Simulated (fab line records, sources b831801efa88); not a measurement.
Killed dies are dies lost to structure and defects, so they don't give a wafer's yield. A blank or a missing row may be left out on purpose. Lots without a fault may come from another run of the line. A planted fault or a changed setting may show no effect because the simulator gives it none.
A struck lot beside a sound one | flow sky130 | 17 steps out of a route of 708
Sound: wafers L922.3, L922.5, L922.6. Struck: wafers L921.1, L921.3, L921.4. The cause comes at the end.
At each step with rows: each side's tool, then ch and its chambers, then its first start. Under that, the readings that differ: sound wafers | struck wafers | difference of the means | sigmas: that difference in standard deviations of wafers without a fault.
alike: readings whose means differ by less than 2 such deviations, and words and numbers that are the same on both sides. not compared: withheld readings, readings that some wafer has no value for, bounds like >300 that may hide the same value, and numbers for which the record gives no deviation and whose values overlap.
The two part at a step that has a row with sigmas, a row that says differs or no value, or rows on one side only. Numbers that don't overlap but have no deviation are shown without sigmas and don't part them. A reading that every wafer of one side lacks parts them only if that side has two wafers or more.

SKY_CONTACT_BOW_MEAS_05:
  sound on film_metro-02, day 35 00:09; struck on film_metro-02, day 34 22:44
  alike: CONTACT_BOW
then, 8 steps without rows for these wafers: SKY_CONTACT_DEHYDRATE_06 (time 60 s); SKY_CONTACT_HMDS_07 (prime time 60 s); SKY_CONTACT_COAT_08 (resist thk 60 nm); SKY_CONTACT_COAT_09 (resist thk 450 nm); SKY_CONTACT_SOFTBAKE_10 (time 90 s); SKY_CONTACT_EXPOSE_11 (exposes mask CTM1, target cd 170 nm); SKY_CONTACT_PEB_12; SKY_CONTACT_DEVELOP_13 (develop time 60 s).
SKY_CONTACT_CD_MEAS_14: target cd 170 nm.
  sound on cd_sem-01, day 36 02:27; struck on cd_sem-02, day 36 00:40
  alike: cd_nm
SKY_CONTACT_OVL_MEAS_15:
  sound on overlay-02, day 36 02:32; struck on overlay-02, day 36 00:47
  alike: CONTACT_OVL
SKY_CONTACT_ETCH_16: etches BARC in N2/H2, stops on SiO2, time 45.9 s, target depth 60 nm.
  sound on rie_diel-04 ch 0,1, day 36 02:34; struck on rie_diel-04 ch 0,1,3, day 36 00:49
  reading    | sound                | struck             | difference | sigmas
  bias_w (W) | 100.23 100.43 100.54 | 100.20 99.30 99.95 | -0.58      | -2
  alike: chamber_pressure_mTorr, drypump_motor_current_A, h2_flow_sccm, oes_product_au, throttle_valve_pct
  not compared: rf_hours_counter_h
SKY_CONTACT_ETCH_17: etches SiO2 in C4F8/O2/Ar, stops on Si3N4, target depth 340 nm.
  sound on rie_diel-04 ch 0,1, day 36 02:37; struck on rie_diel-04 ch 0,1,3, day 36 00:52
  no value came back on the struck wafers for bias_w (W), chamber_pressure_mTorr (mTorr), oes_product_au (a.u.); on the sound wafers bias_w (W) reads 1206 1200 1198
  reading                                        | sound           | struck          | difference | sigmas
  model.KrF-thick_of_CONTACT_COAT_09.thk_nm (nm) | 330.7 330 327.3 | 393 392.9 393.3 | +64        |
SKY_CONTACT_ETCH_18: etches Si3N4 in CHF3/O2, stops on TiN, time 39 s, target depth 75 nm.
  sound on rie_diel-04 ch 0,1; struck on rie_diel-04 ch 0,1,3
  reading                                        | sound             | struck            | difference | sigmas
  oes_product_au (a.u.)                          | 0.852 0.853 0.850 | 0.376 0.375 0.376 | -0.476     | -54
  throttle_valve_pct (%)                         | 8.794 8.802 8.787 | 8.677 8.679 8.686 | -0.114     | -12
  model.KrF-thick_of_CONTACT_COAT_09.thk_nm (nm) | 247.5 246.8 242.5 | 307.9 308.7 310   | +63.3      |
  alike: O2_flow_sccm, bias_w, drypump_motor_current_A
  not compared: rf_hours_counter_h
SKY_CONTACT_STRIP_19: strips in O2/N2.
  sound on plasma_asher-04 ch 0,1, day 36 02:44; struck on plasma_asher-04 ch 0,1, day 36 00:57
  reading                      | sound             | struck            | difference | sigmas
  oes_product_au (a.u.)        | 0.384 0.379 0.382 | 0.403 0.416 0.413 | +0.029     | +5
  strip_time_to_endpoint_s (s) | 3.67 3.69 3.63    | 4.32 4.32 4.33    | +0.66      | +15
  alike: drypump_motor_current_A
  not compared: rf_hours_counter_h
then, 1 step without rows for these wafers: SKY_CONTACT_STRIP_20 (strips in post etch residue remover, time 1200 s).
-- the record jumps here: 13 days lie between the struck wafers' starts before and after (it left off in module CONTACT and takes up again in module PAD_OPEN, whose first step shown is number 708 of the route) --
SKY_PAD_OPEN_PROBE_99:
  sound on prober-02, day 49 08:31; struck on prober-02, day 49 06:37
  reading            | sound    | struck      | difference | sigmas
  killed_at_contacts | 19 19 21 | 429 431 441 | +414       | +78
  killed_dies        | 79 72 57 | 492 492 492 | +423       | +43
  killed_on_rim      | 13 15 11 | 96 96 96    | +83        | +22
  alike: killed_at_M0_to_M3, killed_at_M4_up, killed_at_front_end, killed_at_other, killed_open, killed_short

WHERE THEY PART
First at SKY_CONTACT_ETCH_16; last, within this record, at SKY_PAD_OPEN_PROBE_99.

WHY: what the simulator had put in
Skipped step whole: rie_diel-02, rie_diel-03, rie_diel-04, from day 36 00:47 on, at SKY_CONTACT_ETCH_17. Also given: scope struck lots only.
